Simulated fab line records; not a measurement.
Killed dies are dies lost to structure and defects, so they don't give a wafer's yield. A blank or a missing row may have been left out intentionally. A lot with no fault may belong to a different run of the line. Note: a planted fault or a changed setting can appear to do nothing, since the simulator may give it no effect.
2 desks looking at one fault + flow sky130 + each desk holds nothing but its own numbers, with what lay behind them at the end

## FROM THE METROLOGY DESK
Lot by lot, what the gauges showed, no matter which tool ran the lot: averages of those sampled wafers that carry a number. If a lot's mean is further than 4 standard deviations from the usual mean, the lot is out of limits and carries the mark OUT (the distance appears in the brackets).
Columns: A = VIA2_HDPCVD_THK at SKY_VIA2_THK_MEAS_01, usual 1186 nm; B = VIA2_BOW at SKY_VIA2_BOW_MEAS_03, usual 87 um; C = cd-nm at SKY_VIA2_CD_MEAS_12, usual 199.5 nm; D = VIA2_OVL at SKY_VIA2_OVL_MEAS_13, usual -1 nm
| lot  | first seen here | A    | B  | C     | D  |
|------|-----------------|------|----|-------|----|
| L648 | day 37 16:53    | 1197 | 93 | 198.5 | -2 |
| L653 | day 39 15:29    | 1183 | 92 | 197.8 | -1 |
| L658 | day 40 16:47    | 1195 | 88 | 200.0 | 0  |
| L656 | day 40 17:28    | 1190 | 86 | 198.6 | -6 |
| L661 | day 41 13:26    | 1196 | 87 | 195.8 | 4  |
| L663 | day 41 23:42    | 1180 | 88 | 199.0 | -7 |
This desk's finding: nothing out of limits on any of the 6 lots.

## AT THE TOOL OWNER'S DESK: litho-track-02
The tool's own readings at SKY_VIA2_DEVELOP_11 (develop time 60 s): means of the sampled wafers that have a number, for each lot that ran on this tool. If a lot's mean is further than 4 standard deviations from the usual mean, the lot is out of limits and carries the mark OUT (the distance appears in the brackets).
Columns: A = resist-line-temp-C at SKY_VIA2_DEVELOP_11, usual 22.98 C
| lot  | first seen here | A     |
|------|-----------------|-------|
| L648 | day 38 19:00    | 22.97 |
| L658 | day 41 16:00    | 22.85 |
| L661 | day 42 13:00    | 22.90 |
This desk's finding: nothing out of limits on any of the 3 lots.

## BROUGHT TOGETHER
Nothing out of limits was seen by the metrology desk.
Nothing out of limits was seen by the tool owner's desk.

## WHAT THE SIMULATOR PUT IN
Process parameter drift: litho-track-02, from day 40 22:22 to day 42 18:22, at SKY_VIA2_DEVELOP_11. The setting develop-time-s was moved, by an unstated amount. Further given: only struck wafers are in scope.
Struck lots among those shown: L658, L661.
